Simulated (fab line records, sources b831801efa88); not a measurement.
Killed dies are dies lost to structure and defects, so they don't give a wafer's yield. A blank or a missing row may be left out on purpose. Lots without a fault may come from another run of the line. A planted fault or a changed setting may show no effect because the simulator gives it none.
Chamber matching | flow gf180mcu | GF_CONTACT_CMP_27 on cmp-01: 4 sister chambers
The step polishes, stops on SiO2, t overpolish 15 s, target thk 0 nm. 16 wafers are shown with their chamber, then 8 later ones without.

WAFERS WITH THEIR CHAMBER
wafer  | chamber | time_to_endpoint_s (s) | motor_current_A (A) | overpolish_run_s (s)
L778.2 | 2       | 73.1                   | 11.1                | 14.981
L778.3 | 3       | 72.9                   | 11.7                | 15.003
L778.4 | 0       | 75.8                   | 11.3                | 15.004
L779.3 | 0       | 75.9                   | 10.3                | 15.013
L779.4 | 1       | 69.9                   | 10.6                | 14.994
L779.5 | 0       | 74.9                   | 11.1                | 14.987
L782.2 | 2       | 71.2                   | 10.8                | 14.996
L782.4 | 1       | 67.3                   | 11.4                | 15.012
L782.6 | 0       | 73.3                   | 11.3                | 15.002
L787.3 | 2       | 72.1                   | 11.6                | 15.009
L787.4 | 3       | 73.5                   | 11.9                | 14.993
L787.5 | 2       | 72.4                   | 11.4                | 15.007
L788.1 | 1       | 72.6                   | 11.3                | 15.001
L788.5 | 2       | 73.4                   | 11.7                | 15.002
L788.6 | 3       | 75.1                   | 11.9                | 15.009
L790.2 | 0       | 72.2                   | 11.5                | 14.996

SIGNATURES (means of the wafers above)
reading            | chamber 0 | chamber 1 | chamber 2 | chamber 3 | scatter within a chamber
time_to_endpoint_s | 74.420    | 69.933    | 72.440    | 73.833    | 1.59
motor_current_A    | 11.100    | 11.100    | 11.320    | 11.833    | 0.391
overpolish_run_s   | 15.00040  | 15.00233  | 14.99900  | 15.00167  | 0.00989
Rule: a wafer's distance from a chamber is the root of the sum, over the readings, of the square of ((its reading less the chamber's mean) divided by the reading's scatter). The wafer belongs to the nearest chamber; if the next one is less than 2 further off, it can't be placed. The scatter: the root of (the sum of the squares of (reading less its chamber's mean) over the shown wafers, divided by (wafers less chambers)).

WAFERS WITHOUT THEIR CHAMBER
wafer  | time_to_endpoint_s (s) | motor_current_A (A) | overpolish_run_s (s)
L790.5 | 71.0                   | 11.4                | 15.002
L790.6 | 73.1                   | 11.3                | 14.994
L798.1 | 70.6                   | 11.6                | 15.016
L798.2 | 67.8                   | 11.2                | 14.995
L798.3 | 74.0                   | 11.4                | 14.996
L801.2 | 71.2                   | 11.5                | 15.010
L801.3 | 67.8                   | 10.9                | 15.004
L801.4 | 68.6                   | 11.3                | 15.010

WHICH CHAMBER EACH WENT THROUGH
wafer  | from the rows above               | in truth
L790.5 | can't be placed: 2 or 1 or 3 or 0 | 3
L790.6 | can't be placed: 2 or 0 or 3 or 1 | 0
L798.1 | can't be placed: 1 or 2 or 3 or 0 | 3
L798.2 | can't be placed: 1 or 2           | 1
L798.3 | can't be placed: 0 or 2 or 3 or 1 | 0
L801.2 | can't be placed: 2 or 1 or 3 or 0 | 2
L801.3 | can't be placed: 1 or 2           | 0
L801.4 | can't be placed: 1 or 2           | 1
Placed correctly: 0 of 8. Can't be placed from these rows: 8 (the true chamber is among the candidates in 7). Placed wrongly: 0.
